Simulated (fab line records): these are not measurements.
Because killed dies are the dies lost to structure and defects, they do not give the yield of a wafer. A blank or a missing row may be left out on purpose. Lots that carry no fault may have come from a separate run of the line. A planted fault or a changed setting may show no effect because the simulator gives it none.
fab line records + flow sky130
record
- lots=15
- wafers=45
- last_day=52
route steps=708 shown VT_ADJUST_LVTN@107 LDD_P@261 SD_N@356 LI_CONTACT@375
lots untouched by any fault: they come from a run of this same line in which no faults occurred
start_h: the number of hours between the record's first day and the start of the first shown wafer of the lot + wait_h: hours from the lot's prior step to this one + " same as the row above + L1.1+2: one row covering several wafers at once + - either no value or no given start + * or withheld: withheld + < > ~ a bound
route shown NAME@n: a module of which the file shows steps, and the number in the route of the first + usual: average and standard deviation across the fault-free wafers + same: alike in all rows + chamber/n: place in a boat + sites: the reading at each site + _std_site: how widely they spread, as a standard deviation + _edge_site: the outer-site mean with the inner-site mean subtracted + radius_mm: for every site, how far away it sits from the centre of the wafer + mask NAME#n: copy n + behind: the last tool/chamber to shape the wafer + hold: why the lot was held/for how many hours/how that ended + device: whichever transistor did not switch (one of n, p or np) + end of line: tests run on the same wafers once the route is complete + for a step that has no rows: nothing shown but its recipe + killed: at the first sort, the dies lost to defects and structure; wafer yield is something else + map: a wafer's dies, marking killed ones x, the rest . and places with no die _
set.NAME: setting as actually run; set.NAME@STEP: the setting as run at that earlier step + model.NAME: the simulator's own value behind a step, which no gauge read
route steps across a sampled set of lots; one table per step, one row per wafer
services: a tool's chamber out of use, with start hour (start_h, from the record's first day; less than 0 if before it), hours out, and reason
## steps
# step SKY_VT_ADJUST_LVTN_TW_MEAS_10
# usual
- VT_ADJUST_LVTN_TW=242.2/2.1
| lot.wafer | tool          | chamber | start_h | wait_h | VT_ADJUST_LVTN_TW |
|-----------|---------------|---------|---------|--------|-------------------|
| L506.1    | film_metro-04 | -       | 135.85  | 0.1    | 243.5             |
| L506.2    | "             | -       | "       | "      | 243.6             |
| L506.3    | "             | -       | "       | "      | 243.6             |
| L507.1    | film_metro-02 | -       | 138.79  | 0.1    | 241.7             |
| L507.3    | "             | -       | "       | "      | 240.7             |
| L507.6    | "             | -       | "       | "      | 241.1             |
| L508.1    | film_metro-02 | -       | 145.44  | 0.1    | 240.2             |
| L508.3    | "             | -       | "       | "      | 239.4             |
| L508.6    | "             | -       | "       | "      | 240.4             |
| L509.1    | film_metro-02 | -       | 149.77  | 0.1    | 241.1             |
| L509.3    | "             | -       | "       | "      | 238.7             |
| L509.4    | "             | -       | "       | "      | 241.4             |
| L510.2    | film_metro-04 | -       | 154.41  | 0.1    | 243.3             |
| L510.4    | "             | -       | "       | "      | 241.2             |
| L510.5    | "             | -       | "       | "      | 243.9             |
| L512.1    | film_metro-03 | -       | 163.94  | 0.1    | 245.0             |
| L512.2    | "             | -       | "       | "      | 243.6             |
| L512.6    | "             | -       | "       | "      | 245.7             |
| L518.2    | film_metro-02 | -       | 183.13  | 0.1    | 239.7             |
| L518.4    | "             | -       | "       | "      | 238.7             |
| L518.5    | "             | -       | "       | "      | 238.9             |
| L519.1    | film_metro-04 | -       | 185.65  | 0.1    | 243.6             |
| L519.3    | "             | -       | "       | "      | 243.4             |
| L519.4    | "             | -       | "       | "      | 243.1             |
| L520.1    | film_metro-04 | -       | 188.05  | 0.1    | 243.1             |
| L520.4    | "             | -       | "       | "      | 243.5             |
| L520.6    | "             | -       | "       | "      | 242.5             |
| L521.1    | film_metro-03 | -       | 190.80  | 0.1    | 242.8             |
| L521.2    | "             | -       | "       | "      | 244.1             |
| L521.5    | "             | -       | "       | "      | 245.0             |
| L526.2    | film_metro-04 | -       | 371.13  | 0.1    | 237.9             |
| L526.3    | "             | -       | "       | "      | 238.2             |
| L526.4    | "             | -       | "       | "      | 237.9             |
| L524.2    | film_metro-03 | -       | 371.48  | 0.1    | 243.4             |
| L524.4    | "             | -       | "       | "      | 243.6             |
| L524.6    | "             | -       | "       | "      | 243.8             |
| L527.2    | film_metro-03 | -       | 372.85  | 0.1    | 243.4             |
| L527.3    | "             | -       | "       | "      | 243.8             |
| L527.4    | "             | -       | "       | "      | 243.3             |
| L529.2    | film_metro-03 | -       | 374.00  | 0.1    | 242.1             |
| L529.3    | "             | -       | "       | "      | 243.5             |
| L529.5    | "             | -       | "       | "      | 242.3             |
| L528.2    | film_metro-02 | -       | 374.35  | 0.1    | 239.5             |
| L528.4    | "             | -       | "       | "      | 240.6             |
| L528.6    | "             | -       | "       | "      | 240.5             |
# step SKY_LDD_P_DEVELOP_06
# recipe
- resist=NOVOLAK
- developer=TMAH
- develop_time_s=60
- dev_temp_c=23
# usual
- chill_plate_temp_C=23.01/0.11
- develop_time_s=60/0
| lot.wafer | tool           | chamber | start_h | wait_h | chill_plate_temp_C | develop_time_s |
|-----------|----------------|---------|---------|--------|--------------------|----------------|
| L506.1    | litho_track-01 | 0       | 367.86  | 0.1    | 23.04              | 60             |
| L506.2    | "              | 0       | "       | "      | 22.84              | 60             |
| L506.3    | "              | 0       | "       | "      | 23.03              | 60             |
| L507.1    | litho_track-01 | 0       | 368.16  | 0.1    | 23.11              | 60             |
| L507.3    | "              | 0       | "       | "      | 23.18              | 60             |
| L507.6    | "              | 0       | "       | "      | 23.17              | 60             |
| L508.1    | litho_track-02 | 0       | 379.84  | 0.1    | 23.12              | 60             |
| L508.3    | "              | 0       | "       | "      | 23.05              | 60             |
| L508.6    | "              | 0       | "       | "      | 23.03              | 60             |
| L509.1    | litho_track-02 | 0       | 387.54  | 0.1    | 22.99              | 60             |
| L509.3    | "              | 0       | "       | "      | 22.97              | 60             |
| L509.4    | "              | 0       | "       | "      | 22.85              | 60             |
| L510.2    | litho_track-02 | 0       | 398.41  | 0.1    | 22.92              | 60             |
| L510.4    | "              | 0       | "       | "      | 22.87              | 60             |
| L510.5    | "              | 0       | "       | "      | 22.93              | 60             |
| L512.1    | litho_track-03 | 0       | 410.84  | 0.1    | 23.10              | 60             |
| L512.2    | "              | 0       | "       | "      | 23.01              | 60             |
| L512.6    | "              | 0       | "       | "      | 22.99              | 60             |
| L518.2    | litho_track-01 | -       | 457.39  | 0.1    | -                  | -              |
| L518.4    | "              | -       | "       | "      | -                  | -              |
| L518.5    | "              | -       | "       | "      | -                  | -              |
| L519.1    | litho_track-03 | -       | 460.94  | 0.1    | -                  | -              |
| L519.3    | "              | -       | "       | "      | -                  | -              |
| L519.4    | "              | -       | "       | "      | -                  | -              |
| L520.1    | litho_track-03 | -       | 468.54  | 0.1    | -                  | -              |
| L520.4    | "              | -       | "       | "      | -                  | -              |
| L520.6    | "              | -       | "       | "      | -                  | -              |
| L521.1    | litho_track-01 | 0       | 477.71  | 0.1    | 22.89              | 60             |
| L521.2    | "              | 0       | "       | "      | 23.00              | 60             |
| L521.5    | "              | 0       | "       | "      | 22.96              | 60             |
| L526.2    | litho_track-02 | 0       | 702.91  | 0.1    | 22.86              | 60             |
| L526.3    | "              | 0       | "       | "      | 23.05              | 60             |
| L526.4    | "              | 0       | "       | "      | 22.98              | 60             |
| L524.2    | litho_track-03 | 0       | 705.91  | 0.1    | 23.15              | 60             |
| L524.4    | "              | 0       | "       | "      | 23.08              | 60             |
| L524.6    | "              | 0       | "       | "      | 23.04              | 60             |
| L527.2    | litho_track-02 | 0       | 707.01  | 0.1    | 22.87              | 60             |
| L527.3    | "              | 0       | "       | "      | 23.00              | 60             |
| L527.4    | "              | 0       | "       | "      | 22.90              | 60             |
| L528.2    | litho_track-03 | 0       | 707.41  | 0.1    | 22.77              | 60             |
| L528.4    | "              | 0       | "       | "      | 23.11              | 60             |
| L528.6    | "              | 0       | "       | "      | 23.25              | 60             |
| L529.2    | litho_track-03 | 0       | 710.56  | 0.1    | 22.92              | 60             |
| L529.3    | "              | 0       | "       | "      | 22.89              | 60             |
| L529.5    | "              | 0       | "       | "      | 22.94              | 60             |
# step SKY_SD_N_RTA_14
# recipe
- temp_c=1075
- time_s=2
- idle_temp_c=650
- ramp_up_c_per_s=150
- ramp_down_c_per_s=90
- ambient=N2
# usual
- lamp_power_pct=15.72/0.049
- wafer_temp_C_max=1078.1/1.2
| lot.wafer | tool          | chamber | start_h | wait_h | lamp_power_pct | wafer_temp_C_max |
|-----------|---------------|---------|---------|--------|----------------|------------------|
| L506.1    | rtp_anneal-02 | 0       | 590.94  | 0.0    | 15.68          | 1078.5           |
| L506.2    | "             | 0       | "       | "      | 15.71          | 1077.2           |
| L506.3    | "             | 0       | "       | "      | 15.67          | 1078.6           |
| L507.1    | rtp_anneal-01 | 0       | 591.02  | 0.0    | 15.74          | 1080.0           |
| L507.3    | "             | 0       | "       | "      | 15.69          | 1078.9           |
| L507.6    | "             | 0       | "       | "      | 15.74          | 1078.2           |
| L508.1    | rtp_anneal-02 | 0       | 591.10  | 0.0    | 15.75          | 1077.5           |
| L508.3    | "             | 0       | "       | "      | 15.68          | 1080.4           |
| L508.6    | "             | 0       | "       | "      | 15.73          | 1077.0           |
| L509.1    | rtp_anneal-01 | 0       | 593.97  | 0.0    | 15.72          | 1077.6           |
| L509.3    | "             | 0       | "       | "      | 15.67          | 1078.8           |
| L509.4    | "             | 0       | "       | "      | 15.76          | 1078.0           |
| L510.2    | rtp_anneal-02 | 0       | 608.57  | 0.0    | 15.69          | 1077.6           |
| L510.4    | "             | 0       | "       | "      | 15.65          | 1076.8           |
| L510.5    | "             | 0       | "       | "      | 15.72          | 1077.4           |
| L512.1    | rtp_anneal-01 | 0       | 618.51  | 0.0    | 15.70          | 1077.5           |
| L512.2    | "             | 0       | "       | "      | 15.63          | 1076.2           |
| L512.6    | "             | 0       | "       | "      | 15.73          | 1079.3           |
| L518.2    | rtp_anneal-02 | 0       | 662.36  | 0.0    | 15.72          | 1077.0           |
| L518.4    | "             | 0       | "       | "      | 15.73          | 1077.4           |
| L518.5    | "             | 0       | "       | "      | 15.75          | 1077.2           |
| L519.1    | rtp_anneal-01 | 0       | 670.45  | 0.0    | 15.84          | 1075.8           |
| L519.3    | "             | 0       | "       | "      | 15.67          | 1077.3           |
| L519.4    | "             | 0       | "       | "      | 15.70          | 1077.1           |
| L520.1    | rtp_anneal-02 | 0       | 672.00  | 0.0    | 15.73          | 1078.1           |
| L520.4    | "             | 0       | "       | "      | 15.81          | 1078.4           |
| L520.6    | "             | 0       | "       | "      | 15.72          | 1078.7           |
| L521.1    | rtp_anneal-01 | 0       | 685.15  | 0.0    | 15.79          | 1077.8           |
| L521.2    | "             | 0       | "       | "      | 15.75          | 1076.9           |
| L521.5    | "             | 0       | "       | "      | 15.72          | 1082.2           |
| L526.2    | rtp_anneal-01 | 0       | 896.66  | 0.0    | 15.70          | 1077.2           |
| L526.3    | "             | 0       | "       | "      | 15.71          | 1076.3           |
| L526.4    | "             | 0       | "       | "      | 15.70          | 1079.3           |
| L524.2    | rtp_anneal-02 | 0       | 900.76  | 0.0    | 15.73          | 1077.2           |
| L524.4    | "             | 0       | "       | "      | 15.71          | 1078.0           |
| L524.6    | "             | 0       | "       | "      | 15.68          | 1076.5           |
| L527.2    | rtp_anneal-02 | 0       | 903.16  | 0.0    | 15.64          | 1078.6           |
| L527.3    | "             | 0       | "       | "      | 15.67          | 1080.3           |
| L527.4    | "             | 0       | "       | "      | 15.71          | 1079.1           |
| L528.2    | rtp_anneal-01 | 0       | 904.38  | 0.0    | 15.76          | 1078.8           |
| L528.4    | "             | 0       | "       | "      | 15.68          | 1076.6           |
| L528.6    | "             | 0       | "       | "      | 15.72          | 1080.0           |
| L529.2    | rtp_anneal-02 | 0       | 906.51  | 0.0    | 15.71          | 1078.5           |
| L529.3    | "             | 0       | "       | "      | 15.62          | 1077.5           |
| L529.5    | "             | 0       | "       | "      | 15.68          | 1077.4           |
# step SKY_LI_CONTACT_OVL_MEAS_13
# usual
- LI_CONTACT_OVL=3/5.7
| lot.wafer | tool       | chamber | start_h | wait_h | LI_CONTACT_OVL[nm] |
|-----------|------------|---------|---------|--------|--------------------|
| L506.1    | overlay-02 | -       | 621.03  | 0.1    | 0                  |
| L506.2    | "          | -       | "       | "      | 5                  |
| L506.3    | "          | -       | "       | "      | 10                 |
| L507.1    | overlay-02 | -       | 621.68  | 0.1    | -3                 |
| L507.3    | "          | -       | "       | "      | -9                 |
| L507.6    | "          | -       | "       | "      | 0                  |
| L508.1    | overlay-01 | -       | 622.03  | 0.1    | 3                  |
| L508.3    | "          | -       | "       | "      | 5                  |
| L508.6    | "          | -       | "       | "      | 7                  |
| L509.1    | overlay-01 | -       | 623.90  | 0.1    | -5                 |
| L509.3    | "          | -       | "       | "      | 1                  |
| L509.4    | "          | -       | "       | "      | 5                  |
| L510.2    | overlay-01 | -       | 639.39  | 0.1    | 9                  |
| L510.4    | "          | -       | "       | "      | 7                  |
| L510.5    | "          | -       | "       | "      | 8                  |
| L512.1    | overlay-02 | -       | 648.45  | 0.1    | 5                  |
| L512.2    | "          | -       | "       | "      | -6                 |
| L512.6    | "          | -       | "       | "      | -2                 |
| L518.2    | overlay-02 | -       | 692.21  | 0.1    | 6                  |
| L518.4    | "          | -       | "       | "      | -2                 |
| L518.5    | "          | -       | "       | "      | -1                 |
| L519.1    | overlay-01 | -       | 699.93  | 0.1    | 0                  |
| L519.3    | "          | -       | "       | "      | 4                  |
| L519.4    | "          | -       | "       | "      | 8                  |
| L520.1    | overlay-02 | -       | 702.51  | 0.1    | 11                 |
| L520.4    | "          | -       | "       | "      | -2                 |
| L520.6    | "          | -       | "       | "      | -2                 |
| L521.1    | overlay-01 | -       | 714.71  | 0.1    | 17                 |
| L521.2    | "          | -       | "       | "      | 9                  |
| L521.5    | "          | -       | "       | "      | 10                 |
| L526.2    | overlay-02 | -       | 923.99  | 0.1    | 5                  |
| L526.3    | "          | -       | "       | "      | 1                  |
| L526.4    | "          | -       | "       | "      | 11                 |
| L524.2    | overlay-01 | -       | 928.16  | 0.1    | 14                 |
| L524.4    | "          | -       | "       | "      | 11                 |
| L524.6    | "          | -       | "       | "      | 5                  |
| L527.2    | overlay-01 | -       | 930.56  | 0.1    | -6                 |
| L527.3    | "          | -       | "       | "      | 3                  |
| L527.4    | "          | -       | "       | "      | 0                  |
| L528.2    | overlay-01 | -       | 931.56  | 0.1    | 1                  |
| L528.4    | "          | -       | "       | "      | 2                  |
| L528.6    | "          | -       | "       | "      | 2                  |
| L529.2    | overlay-01 | -       | 933.59  | 0.1    | 0                  |
| L529.3    | "          | -       | "       | "      | 4                  |
| L529.5    | "          | -       | "       | "      | -1                 |
## services
| tool           | chamber | start_h | hours | kind                      |
|----------------|---------|---------|-------|---------------------------|
| rtp_anneal-02  | -       | 688.60  | 2.9   | pm                        |
| rtp_anneal-02  | -       | 695.98  | 6.2   | pm                        |
| rtp_anneal-01  | -       | 733.44  | 3.3   | pm                        |
| litho_track-01 | -       | 785.16  | -     | consumable_replace:filter |
| rtp_anneal-01  | -       | 837.52  | 48.3  | pm                        |
## key
first_sign
- step=SKY_LDD_P_DEVELOP_06
- reading=tool_record
- direction=missing
effect none on later readings
met_at SKY_LDD_P_DEVELOP_06
struck_lots L518,L519,L520
sort_left_out L518.2,L518.4,L518.5,L519.1,L519.3,L519.4,L520.1,L520.4,L520.6
tester_left_out L518,L519,L520
not_acting_at SKY_VT_ADJUST_LVTN_TW_MEAS_10,SKY_SD_N_RTA_14,SKY_LI_CONTACT_OVL_MEAS_13
onset_between 410.84 457.39
fault
- kind=skipped_step_whole
- tool=litho_track-01,litho_track-03
- chamber=-
- onset_h=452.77
- steps=SKY_LDD_P_DEVELOP_06
- scope=struck_lots_only
# tester_left_out: of these lots the tester's yield and bins aren't shown, on N5 and GAA mostly nor the transistor test; their killed dies are dies lost to structure and defects alone, not to doping, threshold or leakage, so they don't give the yield
# sort_left_out: the simulated sort isn't trusted on such a fault, so these wafers' sort isn't shown, and their yield isn't known
